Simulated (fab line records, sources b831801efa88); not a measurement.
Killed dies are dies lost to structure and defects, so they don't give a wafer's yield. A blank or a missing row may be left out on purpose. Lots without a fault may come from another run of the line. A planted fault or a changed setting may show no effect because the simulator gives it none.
Chamber matching | flow sky130 | SKY_CAPM_CVD_00 on pecvd-03: 3 sister chambers
The step deposits SiO2, target thk 15.5 nm. 3 wafers are shown with their chamber, then 11 later ones without.

WAFERS WITH THEIR CHAMBER
wafer  | chamber | heater_power_w (W)
L091.5 | 0       | 644
L091.6 | 1       | 685
L094.1 | 2       | 648

WAFERS WITHOUT THEIR CHAMBER
wafer  | heater_power_w (W)
L094.2 | 641
L094.3 | 628
L095.1 | 636
L095.3 | 717
L095.6 | 704
L097.1 | 685
L097.2 | 611
L097.3 | 641
L097.4 | 694
L097.5 | 609
L097.6 | 628

WHICH CHAMBER EACH WENT THROUGH
wafer  | from the rows above     | in truth
L094.2 | can't be placed: 0 or 2 | 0
L094.3 | can't be placed: 0 or 2 | 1
L095.1 | can't be placed: 0 or 2 | 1
L095.3 | can't be placed: 1 or 2 | 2
L095.6 | can't be placed: 1 or 2 | 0
L097.1 | can't be placed: 1 or 2 | 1
L097.2 | can't be placed: 0 or 2 | 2
L097.3 | can't be placed: 0 or 2 | 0
L097.4 | can't be placed: 1 or 2 | 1
L097.5 | can't be placed: 0 or 2 | 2
L097.6 | can't be placed: 0 or 2 | 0
Placed correctly: 0 of 11. Can't be placed from these rows: 11 (the true chamber is among the candidates in 8). Placed wrongly: 0.
How it was worked out, from the rows above alone: a wafer's distance from a chamber is the root of the sum, over the readings, of the square of ((its reading less the chamber's mean) divided by the reading's scatter). The wafer belongs to the nearest chamber; if the next one is less than 2 further off, it can't be placed. A chamber's mean is the mean of its shown wafers. The scatter: with one shown wafer a chamber, the root of the mean of the squares of how far each hidden wafer lies from its nearest shown one.
